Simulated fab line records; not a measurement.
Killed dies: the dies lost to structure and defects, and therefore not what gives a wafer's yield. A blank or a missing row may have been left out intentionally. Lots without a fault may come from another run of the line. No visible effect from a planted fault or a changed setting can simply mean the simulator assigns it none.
Comparing a struck lot with a sound one -- flow gf180mcu -- 19 steps out of a route of 602
Sound: wafers L575.1, L575.2, L575.6. Wafers struck: L574.2, L574.6. At the end, the cause is stated.
Order at every step that has rows: each side's tool, ch and its chambers, its first start. Under that, the readings that differ: sound wafers -- struck wafers -- difference of the means -- sigmas: that difference in standard deviations of wafers without a fault.
alike: same words and numbers on both sides, and readings whose means sit less than 2 such deviations apart. not compared: any withheld reading, any reading some wafer has no value for, any bound like >300 that may hide the same value, and any number with overlapping values for which the record gives no deviation.
The two part at a step that has a row with sigmas, a row that says differs or no value, or rows on one side only. Numbers that don't overlap but have no deviation are shown without sigmas and don't part them. A reading that every wafer of one side lacks parts them only if that side has two wafers or more.

first, 1 step without rows for these wafers: GF_STI_DEVELOP_11 (develop time 60 s).
GF_STI_CD_MEAS_12: target cd 220 nm.
  sound on cd_sem-02 at day 4 22:12; struck on cd_sem-02 at day 4 15:40
  alike: cd_nm
GF_STI_ETCH_13: etches the open film in CHF3/O2, stops on Si, target depth 282.31 nm, time 112.9 s.
  sound on rie_diel-04 ch 0,3, day 4 22:19; struck on rie_diel-01 ch 2, day 4 15:46
  alike: drypump_motor_current_A, oes_product_au, throttle_valve_pct
  not compared: rf_hours_counter_h
GF_STI_ETCH_14: etches Si in HBr/Cl2/O2, target depth 360 nm, time 102.9 s.
  sound on rie_si-01 ch 0,2,3, day 4 22:24; struck on rie_si-02 ch 2,3, day 4 15:50
  alike: drypump_motor_current_A, mfc_cl2_sccm, oes_product_au, throttle_valve_pct
  not compared: rf_hours_counter_h
GF_STI_STRIP_15: strips in O2/N2.
  sound on plasma_asher-03 ch 0,1, day 4 22:28; struck on plasma_asher-02 ch 0,1, day 4 15:55
reading,sound,struck,difference,sigmas
drypump_motor_current_A (A),6.7 6.1 6.7,5.0 5.3,-1.3,-2
  alike: heater_power_w, oes_product_au, strip_time_to_endpoint_s
  not compared: rf_hours_counter_h
then, 6 steps without rows for these wafers: GF_STI_CLEAN_16 (cleans in dHF, time 25 s); GF_STI_WET_ETCH_17 (etches Si3N4 in H3PO4, target depth 45 nm, time 514 s); GF_STI_CLEAN_18 (cleans in SC1/SC2, time 150 s); GF_STI_CLEAN_19 (cleans in dHF, time 20 s); GF_STI_WET_ETCH_20 (etches SiO2 in dHF, target depth 20 nm, time 400 s); GF_STI_OXIDATION_21 (stabilise 600 s, purge 300 s, target thk 15 nm).
GF_STI_THK_MEAS_22:
  sound on film_metro-02 at day 5 00:33; struck on film_metro-02 at day 4 17:31
  alike: STI_OXIDATION_01_THK
GF_STI_CVD_23: deposits SiO2, target thk 650 nm, time 108.3 s.
  sound on hdpcvd-02 ch 0,2, day 5 00:37; struck on hdpcvd-01 ch 0, day 4 17:34
reading,sound,struck,difference,sigmas
model.SiO2_of_STI_CVD_23.thk_nm (nm),653.9 638.4 643.9,478.9 472.6,-169.6,
GF_STI_THK_MEAS_24:
  sound on film_metro-02 at day 5 00:41; struck on film_metro-02 at day 4 17:40
reading,sound,struck,difference,sigmas
STI_CVD_23_THK (nm),654 638 644,479 472,-170,-29
GF_STI_CMP_25: polishes, stops on Si3N4, t overpolish 33 s, target thk 524.6 nm.
  sound on cmp-01 ch 2,3, day 5 00:48; struck on cmp-01 ch 1,2, day 4 17:52
reading,sound,struck,difference,sigmas
time_to_endpoint_s (s),122 119 120,87 88,-33,-8
  alike: motor_current_A, slurry_flow_ml_min
then, 2 steps without rows for these wafers: GF_STI_WET_ETCH_26 (etches SiO2 in dHF, target depth 94 nm, time 188 s); GF_STI_WET_ETCH_27 (etches Si3N4 in H3PO4, target depth 160 nm, time 1825 s).
GF_STI_WET_ETCH_28: etches SiO2 in dHF, target depth 20 nm, time 40 s.
  sound on wet_bench-04 ch 1, day 5 01:37; struck on wet_bench-03 ch 0, day 4 18:35
reading,sound,struck,difference,sigmas
model.SiO2_of_STI_CVD_23.thk_nm (nm),400.8 401.4 403.1,357.7 351.2,-47.3,
then, 1 step without rows for these wafers: GF_STI_OXIDATION_29 (stabilise 600 s, purge 300 s, target thk 10 nm).

## WHERE THEY PART
First at GF_STI_STRIP_15; last, within this record, at GF_STI_CMP_25.

WHY: whatever the simulator had introduced
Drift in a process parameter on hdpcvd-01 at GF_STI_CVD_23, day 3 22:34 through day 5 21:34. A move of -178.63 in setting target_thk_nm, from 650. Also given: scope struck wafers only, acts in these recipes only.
